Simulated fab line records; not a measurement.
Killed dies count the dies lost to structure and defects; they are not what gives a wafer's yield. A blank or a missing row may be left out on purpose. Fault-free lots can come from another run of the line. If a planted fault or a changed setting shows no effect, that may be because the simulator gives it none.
A lot that was struck, set against a sound lot || flow sky130 || 36 out of 708 route steps
Sound: the wafers L640.1, L640.2, L640.6. Struck: wafers L644.1, L644.4, L644.5. The cause comes at the end.
Order at every step that has rows: each side's tool, ch and its chambers, its first start. Under that, the readings that differ: sound wafers || struck wafers || difference of the means || sigmas: that difference in standard deviations of wafers without a fault.
alike: same words and numbers on both sides, and readings whose means sit less than 2 such deviations apart. not compared: any withheld reading, any reading some wafer has no value for, any bound like >300 that may hide the same value, and any number with overlapping values for which the record gives no deviation.
Wherever a step has rows on one side only, a row that says differs or no value, or a row with sigmas, the two part there. Numbers that don't overlap but have no deviation are shown without sigmas and don't part them. A reading that every wafer of one side lacks parts them only if that side has two wafers or more.

first, 10 steps without rows for these wafers: SKY_POLY_CUT_ETCH_10 (etches BARC in N2/H2, stops on SiO2, time 45.9 s, target depth 60 nm); SKY_POLY_CUT_ETCH_11 (etches Si3N4 in CF4/CH2F2/Ar, stops on poly-Si, time 42.5 s, target depth 60 nm); SKY_POLY_CUT_STRIP_12 (strips in O2/N2); SKY_SD_P_DEHYDRATE_00 (time 60 s); SKY_SD_P_HMDS_01 (prime time 60 s); SKY_SD_P_COAT_02 (resist thk 1140 nm); SKY_SD_P_SOFTBAKE_03 (time 60 s); SKY_SD_P_EXPOSE_04 (exposes mask PSDM, target cd 380 nm); SKY_SD_P_PEB_05; SKY_SD_P_DEVELOP_06 (develop time 60 s).
SKY_SD_P_IMPLANT_09:
  sound on implanter-04 ch 0, day 29 03:48; struck on implanter-04 ch 0, day 30 08:21
{"reading": "beam_energy_keV", "sound": "19.999 20.004 20.005", "struck": "24.877 24.882 24.883", "difference": "+4.878", "sigmas": "+99 or more"}
{"reading": "model.implant.rp_nm (nm)", "sound": "17.37 17.37 17.37", "struck": "20.79 20.79 20.79", "difference": "+3.42", "sigmas": ""}
{"reading": "model.implant.drp_nm (nm)", "sound": "9.746 9.746 9.746", "struck": "11.36 11.36 11.36", "difference": "+1.61", "sigmas": ""}
SKY_SD_P_STRIP_10: strips in O2/N2.
  sound on plasma_asher-01 ch 0,1, day 29 03:57; struck on plasma_asher-03 ch 0,1, day 30 08:30
{"reading": "oes_product_au (a.u.)", "sound": "0.617 0.619 0.616", "struck": "0.605 0.600 0.602", "difference": -0.015, "sigmas": -3}
{"reading": "strip_time_to_endpoint_s (s)", "sound": "17.46 17.50 17.46", "struck": "18.22 18.18 18.16", "difference": "+0.71", "sigmas": "+17"}
  alike: chamber_pressure_mTorr, drypump_motor_current_A
  not compared: rf_hours_counter_h
SKY_SD_P_TW_MEAS_11:
  sound: film_metro-04 at day 29 04:03; struck: film_metro-04 at day 30 08:36
{"reading": "SD_P_TW", "sound": "2792 2783 2777", "struck": "2925 2933 2924", "difference": "+143", "sigmas": "+6"}
then, 21 steps without rows for these wafers: SKY_RES_XHIGH_DEHYDRATE_00 (time 60 s); SKY_RES_XHIGH_HMDS_01 (prime time 60 s); SKY_RES_XHIGH_COAT_02 (resist thk 1140 nm); SKY_RES_XHIGH_SOFTBAKE_03 (time 60 s); SKY_RES_XHIGH_EXPOSE_04 (exposes mask URPM, target cd 1270 nm); SKY_RES_XHIGH_PEB_05; SKY_RES_XHIGH_DEVELOP_06 (develop time 60 s); SKY_RES_XHIGH_IMPLANT_07; SKY_RES_XHIGH_STRIP_08 (strips in O2/N2); SKY_SD_N_DEHYDRATE_00 (time 60 s); SKY_SD_N_HMDS_01 (prime time 60 s); SKY_SD_N_COAT_02 (resist thk 1140 nm); SKY_SD_N_SOFTBAKE_03 (time 60 s); SKY_SD_N_EXPOSE_04 (exposes mask NSDM, target cd 380 nm); SKY_SD_N_PEB_05; SKY_SD_N_DEVELOP_06 (develop time 60 s); SKY_SD_N_IMPLANT_09; SKY_SD_N_IMPLANT_10; SKY_SD_N_STRIP_11 (strips in O2/N2); SKY_SD_N_CLEAN_13 (cleans in SC1/SC2, time 150 s); SKY_SD_N_RTA_14 (time 2 s).
-- the record jumps here: 2 days lie between the struck wafers' starts before and after --
SKY_SD_N_RS_MEAS_17: the measuring method here is four-point-probe.
  sound: film_metro-02 at day 31 13:20; struck: film_metro-03 at day 32 16:44
{"reading": "SD_P_RS (ohm/sq)", "sound": "146.7 147.3 146.8", "struck": "132.7 132.6 132.7", "difference": -14.3, "sigmas": -38}
-- here the record skips 17 days between the struck wafers' starts before and after, leaving off in module SD_N and picking up in module PAD_OPEN (first step shown: number 708 of the route) --
SKY_PAD_OPEN_PROBE_99:
  sound: prober-02 at day 48 12:13; struck: prober-02 at day 49 05:07
{"reading": "model.etest.res_pdiff.line_ohm_um", "sound": "1405 1355 1379", "struck": "1286 1287 1281", "difference": -95, "sigmas": ""}
{"reading": "model.etest.res_pdiff_hv.rs_ohm_sq", "sound": "192.8 191.4 192.8", "struck": "172.3 172.4 172.6", "difference": -19.9, "sigmas": ""}
{"reading": "model.etest.res_pdiff.rs_ohm_sq", "sound": "196.8 197.2 200.7", "struck": "182.2 181.7 181.8", "difference": -16.3, "sigmas": ""}
{"reading": "model.etest.pfet_01v8.off_log10_a_um", "sound": "-9.492 -9.392 -9.47", "struck": "-9.775 -9.844 -9.52", "difference": -0.262, "sigmas": ""}
  alike: killed_at_M0_to_M3, killed_at_M4_up, killed_at_contacts, killed_at_front_end, killed_at_other, killed_dies, killed_open, killed_short
  not compared: model.etest.pfet_01v8.r_on_ohm_um, model.etest.pfet_01v8.drive_ua_um, model.etest.sram_pfet_latch.drive_ua_um, model.etest.pfet_01v8_hvt.drive_ua_um

WHERE THEY PART
Last at SKY_SD_N_RS_MEAS_17 as far as this record goes, first at SKY_SD_P_IMPLANT_09. Later steps at which nothing parts them and some readings are alike: SKY_PAD_OPEN_PROBE_99.

WHY: the cause the simulator had injected
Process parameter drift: implanter-04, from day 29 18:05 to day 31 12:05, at SKY_SD_P_IMPLANT_09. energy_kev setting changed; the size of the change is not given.
